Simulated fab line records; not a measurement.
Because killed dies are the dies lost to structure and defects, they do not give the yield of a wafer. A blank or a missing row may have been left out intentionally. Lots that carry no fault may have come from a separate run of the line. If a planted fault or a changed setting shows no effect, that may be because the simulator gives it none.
Which of the tools did it?    flow sky130    7 lots, 21 wafers sampled, at 2 steps of a route of 708

WHAT EACH GAUGE READ, for each wafer
SKY_VT_ADJUST_LVTN_OVL_MEAS_18.
lot   measured      on          VT_ADJUST_LVTN_01_OVL (nm)
L114  day 8 04:59   overlay-01  1.8 1.5 1.0
L117  day 9 03:12   overlay-01  1.6 1.4 0.8
L119  day 9 17:01   overlay-02  2.5 0.8 2.0
L123  day 10 16:34  overlay-01  0.7 0.8 -0.3
L130  day 13 04:55  overlay-01  - - -
L132  day 13 14:29  overlay-01  1.1 1.8 1.6
L134  day 14 06:59  overlay-02  1.9 0.4 0.8

EACH LOT AND THE TOOL THAT RAN IT (in order: tool; ch and the chambers of the sampled wafers; start)
lot   SKY_VT_ADJUST_LVTN_DEVELOP_17
L114  lithoTrack-01 ch 0, day 8 04:51
L117  lithoTrack-04 ch 0, day 9 03:04
L119  lithoTrack-02 ch 0, day 9 16:53
L123  lithoTrack-02 ch 0, day 10 16:26
L130  lithoTrack-02 ch 0, day 13 04:46
L132  lithoTrack-01 ch 0, day 13 14:20
L134  lithoTrack-01 ch 0, day 14 06:50
- SKY_VT_ADJUST_LVTN_DEVELOP_17: develop time 60 s.

THE ANSWER, worked out from the rows above alone
Rule: usual is defined by the lots themselves. Put in order of their means at a reading, lots are off if they are a third of the lots or fewer, leave a main group of 4 or more, and stand apart from it by a gap of 3 or more times the standard deviation of the main group's means; of several such gaps the widest counts. A main group is skipped when, at the precision printed for the reading in the tables above, its means are all equal. Also off: a lot with no number at a reading for which 4 or more lots have one. All remaining lots with rows at the step are treated as sound.
Off: L130, seen at SKY_VT_ADJUST_LVTN_OVL_MEAS_18 (VT_ADJUST_LVTN_01_OVL). Without a number there: L130. Main group: mean 1.2 nm, sd 0.43.
If a tool, at a process step before that reading, ran all the lots that are off and no sound lot after the first of them, it fits. Gauges at SKY_VT_ADJUST_LVTN_OVL_MEAS_18: tried the same way as those tools. One fits: SKY_VT_ADJUST_LVTN_DEVELOP_17 on lithoTrack-02. A fault onset in the window from L123 (day 10 16:26, its last sound lot) to L130 (day 13 04:46, its first lot off) fits.

WHAT THE SIMULATOR PUT IN
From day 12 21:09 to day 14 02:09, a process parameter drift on lithoTrack-02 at SKY_VT_ADJUST_LVTN_DEVELOP_17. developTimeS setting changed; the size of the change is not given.
Struck lots among those shown: L130. Same finding as the rule above.
